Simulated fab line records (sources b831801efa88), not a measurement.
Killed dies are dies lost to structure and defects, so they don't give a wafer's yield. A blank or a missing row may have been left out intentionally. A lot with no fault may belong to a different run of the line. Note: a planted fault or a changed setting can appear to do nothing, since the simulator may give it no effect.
fab line records | flow gf180mcu | part 2 of 2: steps 30 to 42 of 42
[record] lots = 5 wafers = 15 last-day = 33
route steps=602 shown V3@449 M4@456 V4@476
lots with no fault: from the same line, run without faults
start-h: start of the lot's first displayed wafer, in hours after the record's first day | wait-h: hours elapsed since this lot's preceding step | " as in the row above | L1.1+2: a single row standing in for several wafers | - no value present, or no start provided | * or withheld: withheld | < > ~ a bound
route shown NAME@n: a module of which the file shows steps, and the number in the route of the first | usual: mean and standard deviation over wafers with no fault | same: alike in all rows | chamber/n: place in a boat | sites: readings site by site | _std_site: standard deviation of those values | _edge_site: outer sites' mean less inner sites' | radius-mm: for every site, how far away it sits from the centre of the wafer | mask NAME#n: copy n | behind: the last tool/chamber to shape the wafer | hold: reason for holding the lot/hours on hold/outcome of the hold | device: the transistor (n, p or np) that didn't switch | end of line: tests run on the same wafers once the route is complete | where a step has no rows: the recipe by itself | killed: dies lost to structure and defects at the first sort, not the wafer's yield | map: dies across one wafer; x = killed, . = not, _ = none there
set.NAME: the setting the step ran with; set.NAME@STEP: the setting that earlier step ran with | model.NAME: the simulator's own value behind a step, which no gauge read
lots seen at some steps along the route; tables by step, rows by wafer
services: a tool's chamber out of use, with start hour (start-h, from the record's first day; less than 0 if before it), hours out, and reason
[[steps]]
[step GF_V4_CVD_02]
[recipe] material = SiO2 target-thk-nm = 850 precursor = TEOS temp-c = 400 time-s = 94.851 rf-w = 600
[usual] heater-power-w = 672/77
// columns lot.wafer tool chamber start-h wait-h heater-power-w
L074.2 pecvd-01 1 546.79 0.0 639
L074.4 " 0 " " 686
L074.6 " 2 " " 703
L087.1 pecvd-04 1 643.23 0.1 514
L087.3 " 2 " " 642
L087.5 " 1 " " 572
L091.1 pecvd-04 0 675.31 0.1 589
L091.2 " 1 " " 642
L091.3 " 2 " " 661
L093.2 pecvd-02 1 688.62 0.0 734
L093.3 " 2 " " 828
L093.5 " 0 " " 687
L094.2 pecvd-04 2 688.97 0.0 660
L094.3 " 1 " " 531
L094.6 " 1 " " 592
[step GF_V4_THK_MEAS_03]
[recipe] reads = SiO2_of_V4_CVD_02
[usual] V4_CVD_02_THK = 853/10
// columns lot.wafer tool chamber start-h wait-h V4_CVD_02_THK[nm]
L074.2 film-metro-04 - 546.87 0.0 851
L074.4 " - " " 873
L074.6 " - " " 857
L087.1 film-metro-04 - 643.30 0.0 840
L087.3 " - " " 835
L087.5 " - " " 856
L091.1 film-metro-03 - 675.38 0.0 828
L091.2 " - " " 851
L091.3 " - " " 849
L093.2 film-metro-01 - 688.70 0.0 837
L093.3 " - " " 853
L093.5 " - " " 865
L094.2 film-metro-04 - 689.05 0.0 845
L094.3 " - " " 839
L094.6 " - " " 849
[step GF_V4_CMP_04]
[recipe] material = SiO2 down-force-psi = 4 platen-rpm = 60 pad-velocity-m-s = 0.94248
[usual] motor-current-A = 13.3/0.82 slurry-flow-ml-min = 150.0/0.43 time-to-endpoint-s = 84/5.5
// columns lot.wafer tool chamber start-h wait-h motor-current-A slurry-flow-ml-min time-to-endpoint-s
L074.4 cmp-02 3 547.02 0.1 12.7 149.6 95
L074.2 " 0 " " 13.4 149.6 88
L074.6 " 3 " " 12.5 150.1 90
L087.3 cmp-01 3 643.41 0.1 12.5 150.3 72
L087.1 " 0 " " 12.2 149.8 78
L087.5 " 2 " " 14.1 150.1 85
L091.1 cmp-02 3 675.72 0.3 13.7 149.6 81
L091.2 " 0 " " 14.5 150.4 88
L091.3 " 1 " " 13.3 149.4 80
L093.2 cmp-02 0 688.75 0.0 13.3 150.7 77
L093.3 " 3 " " 12.9 149.8 85
L093.5 " 0 " " 14.1 150.3 90
L094.3 cmp-02 1 689.10 0.0 13.0 150.3 73
L094.2 " 2 " " 15.0 150.6 81
L094.6 " 1 " " 13.5 149.1 79
[step GF_V4_BOW_MEAS_05]
[recipe] mode = bow
[usual] V4_BOW = 135/8.7
// columns lot.wafer tool chamber start-h wait-h V4_BOW[um]
L074.2 film-metro-03 - 547.34 0.2 123
L074.4 " - " " 132
L074.6 " - " " 123
L087.1 film-metro-03 - 643.66 0.1 137
L087.3 " - " " 139
L087.5 " - " " 129
L091.1 film-metro-01 - 675.97 0.2 126
L091.2 " - " " 144
L091.3 " - " " 130
L093.2 film-metro-01 - 689.11 0.3 131
L093.3 " - " " 117
L093.5 " - " " 112
L094.2 film-metro-01 - 689.42 0.2 131
L094.3 " - " " 137
L094.6 " - " " 139
[step GF_V4_DEHYDRATE_06]
[recipe] temp-c = 200 time-s = 60
// columns lot.wafer tool chamber start-h wait-h
L074.2+4+6 litho-track-03 0 557.79 10.4
L087.1+3+5 litho-track-03 0 653.31 9.6
L091.1+2+3 litho-track-01 0 685.23 9.2
L093.2+3+5 litho-track-02 0 697.85 8.7
L094.2+3+6 litho-track-01 0 698.10 8.7
[step GF_V4_HMDS_07]
[recipe] prime-time-s = 60 prime-temp-c = 120
// columns lot.wafer tool chamber start-h wait-h
L074.2+4+6 litho-track-03 0 557.94 0.1
L087.1+3+5 litho-track-03 0 653.46 0.1
L091.1+2+3 litho-track-01 0 685.38 0.1
L093.2+3+5 litho-track-02 0 698.00 0.1
L094.2+3+6 litho-track-01 0 698.25 0.1
[step GF_V4_COAT_08]
[recipe] resist = BARC temp-c = withheld time-s = withheld spin-rpm = withheld resist-thk-nm = withheld
// columns lot.wafer tool chamber start-h wait-h
L074.2+4+6 litho-track-03 0 558.09 0.1
L087.1+3+5 litho-track-03 0 653.61 0.1
L091.1+2+3 litho-track-01 0 685.53 0.1
L093.2+3+5 litho-track-02 0 698.15 0.1
L094.2+3+6 litho-track-01 0 698.40 0.1
[step GF_V4_COAT_09]
[recipe] resist = KrF spin-rpm = withheld resist-thk-nm = 1000
// columns lot.wafer tool chamber start-h wait-h
L074.2+4+6 litho-track-03 0 - -
L087.1+3+5 litho-track-03 0 - -
L091.1+2+3 litho-track-01 0 - -
L093.2+3+5 litho-track-02 0 - -
L094.2+3+6 litho-track-01 0 - -
[step GF_V4_SOFTBAKE_10]
[recipe] temp-c = 130 time-s = 60 resist = KrF
// columns lot.wafer tool chamber start-h wait-h
L074.2+4+6 litho-track-03 0 - -
L087.1+3+5 litho-track-03 0 - -
L091.1+2+3 litho-track-01 0 - -
L093.2+3+5 litho-track-02 0 - -
L094.2+3+6 litho-track-01 0 - -
[step GF_V4_EXPOSE_11]
[recipe] mask-id = Via4 target-cd-nm = 260 na = 0.68 source-shape = conventional sigma-outer = 0.6 dose-mj = 38
[usual] exposure-dose-mJ-cm2 = 37.98/0.039
[same] na = 0.68
// columns lot.wafer tool chamber start-h wait-h mask exposure-dose-mJ-cm2
L074.2 krf-scanner-01 0 - - Via4#0 37.99
L074.4 " 0 " " Via4#0 38.05
L074.6 " 0 " " Via4#0 37.96
L087.1 krf-scanner-02 0 - - Via4#0 38.03
L087.3 " 0 " " Via4#0 38.04
L087.5 " 0 " " Via4#0 38.04
L091.1 krf-scanner-01 0 - - Via4#0 37.95
L091.2 " 0 " " Via4#0 38.03
L091.3 " 0 " " Via4#0 37.92
L093.2 krf-scanner-01 0 - - Via4#0 38.02
L093.3 " 0 " " Via4#0 37.98
L093.5 " 0 " " Via4#0 38.03
L094.2 krf-scanner-02 0 - - Via4#0 37.96
L094.3 " 0 " " Via4#0 37.95
L094.6 " 0 " " Via4#0 37.98
[step GF_V4_PEB_12]
[recipe] peb-temp-c = 135 peb-time-s = 90 resist = KrF
// columns lot.wafer tool chamber start-h wait-h
L074.2+4+6 litho-track-02 0 - -
L087.1+3+5 litho-track-03 0 - -
L091.1+2+3 litho-track-01 0 - -
L093.2+3+5 litho-track-01 0 - -
L094.2+3+6 litho-track-03 0 - -
[step GF_V4_DEVELOP_13]
[recipe] develop-time-s = 60 resist = KrF dev-temp-c = 21
// columns lot.wafer tool chamber start-h wait-h
L074.2+4+6 litho-track-02 0 569.00 0.2
L087.1+3+5 litho-track-03 0 663.11 0.2
L091.1+2+3 litho-track-01 0 694.73 0.2
L093.2+3+5 litho-track-01 0 706.95 0.2
L094.2+3+6 litho-track-03 0 707.08 0.2
[step GF_V4_CD_MEAS_14]
[recipe] target-cd-nm = 260
[usual] cd-nm = 259.9/1.1
// columns lot.wafer tool chamber start-h wait-h cd-nm
L074.2 cd-sem-01 - 569.15 0.1 261.3
L074.4 " - " " 260.9
L074.6 " - " " 261.1
L087.1 cd-sem-02 - 663.26 0.1 260.0
L087.3 " - " " 260.0
L087.5 " - " " 261.1
L091.1 cd-sem-02 - 694.88 0.1 258.9
L091.2 " - " " 259.1
L091.3 " - " " 258.8
L093.2 cd-sem-02 - 707.10 0.1 258.2
L093.3 " - " " 258.4
L093.5 " - " " 258.3
L094.2 cd-sem-01 - 707.23 0.1 259.4
L094.3 " - " " 259.0
L094.6 " - " " 259.5
[[services]]
// columns tool chamber start-h hours kind
cmp-02 - 504.08 0.8 repair
krf-scanner-02 - 513.60 1.0 pm
krf-scanner-02 - 514.74 2.8 repair
krf-scanner-01 - 522.18 3.6 pm
cmp-02 - 531.72 1.3 repair
krf-scanner-02 - 537.42 4.4 pm
pvd-sputter-03 - 544.75 7.7 repair
pvd-sputter-04 - 556.84 7.5 repair
cmp-01 - 572.13 4.0 pm
krf-scanner-01 - 579.40 1.3 pm
krf-scanner-01 - 601.85 0.8 pm
krf-scanner-02 - 604.92 1.3 pm
krf-scanner-02 - 606.29 0.8 pm
cmp-02 - 609.13 4.4 repair
cmp-02 - 612.42 1.9 repair
krf-scanner-01 - 616.79 1.0 pm
cmp-01 - 625.43 2.0 repair
cmp-02 - 627.82 0.2 repair
wet-bench-02 - 631.16 44.0 pm
cmp-02 - 631.86 1.9 repair
pvd-sputter-02 - 634.24 4.5 repair
pvd-sputter-01 - 641.79 1.9 repair
cmp-02 - 661.89 4.4 repair
pvd-sputter-01 - 691.41 2.0 repair
